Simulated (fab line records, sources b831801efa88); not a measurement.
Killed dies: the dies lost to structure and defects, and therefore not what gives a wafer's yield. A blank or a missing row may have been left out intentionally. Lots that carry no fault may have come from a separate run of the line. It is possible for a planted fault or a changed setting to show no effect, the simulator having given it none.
Struck lot and sound lot, side by side | flow sfq line | 43 out of 325 route steps
Sound: wafers L712.2, L712.4, L712.6. Struck: wafer L721.4 (left out: L721.6, a lot-mate that was not struck); the cause follows at the end.
Each step with rows lists, per side, the tool, then ch with its chambers, then its first start. Under that, the readings that differ: sound wafers | struck wafers | difference of the means | sigmas: that difference in standard deviations of wafers without a fault.
alike: words and numbers the same on both sides, and readings whose means are apart by under 2 such deviations; not compared: readings that were withheld, readings missing a value for some wafer, numbers with overlapping values and no deviation given by the record, and bounds like >300 which may hide the same value.
Wherever a step has rows on one side only, a row that says differs or no value, or a row with sigmas, the two part there. Numbers that have no deviation but don't overlap get no sigmas and don't part them. Lack of a reading on every wafer of one side parts them only where that side has two or more wafers.

first, 7 steps without rows for these wafers: SFQ_TRILAYER_JJ_CE_STRIP_SOLV_CLEAN_121 (cleans in NMP, time 600 s); SFQ_TRILAYER_M5_LITHO_COAT_128 (resist thk 62 nm); SFQ_TRILAYER_M5_LITHO_COAT_123 (resist thk 600 nm); SFQ_TRILAYER_M5_LITHO_SOFTBAKE_127; SFQ_TRILAYER_M5_LITHO_EXPOSE_124 (exposes mask M5, target cd 700 nm); SFQ_TRILAYER_M5_LITHO_PEB_126 (peb time 60 s); SFQ_TRILAYER_M5_LITHO_DEVELOP_125 (time 60 s).
SFQ_M5_OVL_MEAS_932:
  sound on overlay-01, day 48 08:56; struck on overlay-02, day 60 11:55
  alike: M5_OVL
SFQ_TRILAYER_M5_BARC_OPEN_METAL_ETCH_161: etches BARC in O2, target depth 125 nm, time 41.7 s.
  sound on rie metal-01 ch 0,1, day 48 08:58; struck on rie metal-04 ch 0, day 60 11:57
  alike: drypump motor current A, oes product au
  not compared: rf hours counter h
SFQ_TRILAYER_M5_ETCH_METAL_ETCH_126: etches Nb in Cl2/BCl3, stops on SiO2, time 203.2 s, target depth 265 nm.
  sound on rie metal-01 ch 0,1, day 48 09:01; struck on rie metal-04 ch 0, day 60 12:03
  alike: drypump motor current A, oes product au
  not compared: rf hours counter h
SFQ_TRILAYER_M5_STRIP_STRIP_127: strips in O2.
  sound on rie metal-01 ch 0,1, day 48 09:13; struck on rie metal-04 ch 0, day 60 12:23
  alike: drypump motor current A, oes product au
  not compared: rf hours counter h
then, 1 step without rows for these wafers: SFQ_TRILAYER_M5_STRIP_SOLV_CLEAN_128 (cleans in NMP, time 600 s).
SFQ_TRILAYER_A5B_DEP_PECVD_129: deposits SiO2 from SiH4/N2O, time 133.33 s, target thk 600 nm.
  sound on pecvd-02 ch 1,2, day 48 09:59; struck on pecvd-02 ch 0, day 60 13:02
  reading                                              | sound           | struck | difference | sigmas
  model.SiO2_of_TRILAYER_A5B_DEP_PECVD_129.thk nm (nm) | 598 612.4 608.5 | 243.8  | -362.5     |
  alike: heater power w, throttle valve pct
SFQ_TRILAYER_A5B_CMP_CMP_130: polishes, stops on Nb, target thk 340.7 nm.
  sound on cmp-01 ch 0,2,3, day 48 11:06; struck on cmp-02 ch 0, day 61 12:23
  reading                                              | sound           | struck | difference | sigmas
  model.SiO2_of_TRILAYER_A5B_DEP_PECVD_129.thk nm (nm) | 347.8 342.1 335 | 243.8  | -97.8      |
  alike: motor current A, slurry filter dp kPa
SFQ_TRILAYER_A5B_METRO_MEASURE_131:
  sound on film metro-02, day 48 13:48; struck on film metro-01, day 61 14:29
  reading     | sound       | struck | difference | sigmas
  thk nm (nm) | 348 342 335 | 244    | -98        | -19
then, 2 steps without rows for these wafers: SFQ_TRILAYER_R5_DEP_SPUTTER_132 (material Ti, target thk 5 nm, time 5 s); SFQ_TRILAYER_R5_DEP_SPUTTER_133 (material MoNx, target thk 40 nm, time 66.7 s).
SFQ_TRILAYER_R5_DEP_SPUTTER_134: material Ti, target thk 5 nm, time 5 s.
  sound on pvd sputter-05, day 48 14:53; struck on pvd sputter-05, day 61 15:10
  alike: throttle valve pct
SFQ_R5_RS_MEAS_933: measurement is done with a four-point probe.
  sound on film metro-04, day 48 14:55; struck on film metro-03, day 61 15:14
  alike: R5_MONX_RS
SFQ_R5_THK_MEAS_934: measures by xrf.
  sound on film metro-04, day 48 15:02; struck on film metro-03, day 61 15:20
  alike: R5_MONX_THK
then, 6 steps without rows for these wafers: SFQ_TRILAYER_R5_LITHO_COAT_141 (resist thk 62 nm); SFQ_TRILAYER_R5_LITHO_COAT_136 (resist thk 600 nm); SFQ_TRILAYER_R5_LITHO_SOFTBAKE_140; SFQ_TRILAYER_R5_LITHO_EXPOSE_137 (exposes mask R5, target cd 500 nm); SFQ_TRILAYER_R5_LITHO_PEB_139 (peb time 60 s); SFQ_TRILAYER_R5_LITHO_DEVELOP_138 (time 60 s).
-- the record jumps here: 4 days lie between the struck wafers' starts before and after --
SFQ_R5_OVL_MEAS_935:
  sound on overlay-01, day 48 20:56; struck on overlay-02, day 65 03:43
  alike: R5_OVL
then, 4 steps without rows for these wafers: SFQ_TRILAYER_R5_BARC_OPEN_METAL_ETCH_177 (etches BARC in O2, target depth 125 nm, time 41.7 s); SFQ_TRILAYER_R5_ETCH_METAL_ETCH_139 (etches the open film in Cl2, stops on SiO2, target depth 60 nm, time 40 s); SFQ_TRILAYER_R5_STRIP_STRIP_140 (strips in O2); SFQ_TRILAYER_R5_STRIP_SOLV_CLEAN_141 (cleans in NMP, time 600 s).
SFQ_TRILAYER_A5C_DEP_PECVD_142: deposits SiO2 from SiH4/N2O, time 15.556 s, target thk 70 nm.
  sound on pecvd-04 ch 0,2, day 48 21:52; struck on pecvd-02 ch 2, day 65 04:38
  reading            | sound    | struck | difference | sigmas
  heater power w (W) | 93 87 94 | 65     | -26        | -3
  alike: throttle valve pct
then, 6 steps without rows for these wafers: SFQ_TRILAYER_I5_LITHO_COAT_149 (resist thk 62 nm); SFQ_TRILAYER_I5_LITHO_COAT_144 (resist thk 650 nm); SFQ_TRILAYER_I5_LITHO_SOFTBAKE_148; SFQ_TRILAYER_I5_LITHO_EXPOSE_145 (exposes mask I5, target cd 700 nm); SFQ_TRILAYER_I5_LITHO_PEB_147 (peb time 60 s); SFQ_TRILAYER_I5_LITHO_DEVELOP_146 (time 60 s).
-- the record jumps here: 4 days lie between the struck wafers' starts before and after --
SFQ_I5_OVL_MEAS_936:
  sound on overlay-02, day 53 17:31; struck on overlay-01, day 69 02:44
  alike: I5_OVL
then, 3 steps without rows for these wafers: SFQ_TRILAYER_I5_BARC_OPEN_VIA_ETCH_200 (etches BARC in O2, target depth 125 nm, time 41.7 s); SFQ_TRILAYER_I5_ETCH_VIA_ETCH_147 (etches the open film in CHF3, stops on Nb, target depth 360 nm); SFQ_TRILAYER_I5_STRIP_STRIP_148 (strips in O2).
-- the record jumps here: 12 days lie between the struck wafers' starts before and after --
SFQ_M8_BOW_MEAS_951:
  sound on film metro-03, day 75 00:39; struck on film metro-03, day 80 23:17
  reading                 | sound             | struck | difference | sigmas
  model.etest.i5.link ohm | 2.263 2.262 2.274 | 2.245  | -0.021     |
  alike: M8_BOW

WHERE THEY PART
Earliest at SFQ_TRILAYER_A5B_METRO_MEASURE_131; latest, in this record, at SFQ_TRILAYER_A5C_DEP_PECVD_142. Later steps at which nothing parts them and some readings are alike: SFQ_I5_OVL_MEAS_936, SFQ_M8_BOW_MEAS_951.

WHY: what had been put in by the simulator
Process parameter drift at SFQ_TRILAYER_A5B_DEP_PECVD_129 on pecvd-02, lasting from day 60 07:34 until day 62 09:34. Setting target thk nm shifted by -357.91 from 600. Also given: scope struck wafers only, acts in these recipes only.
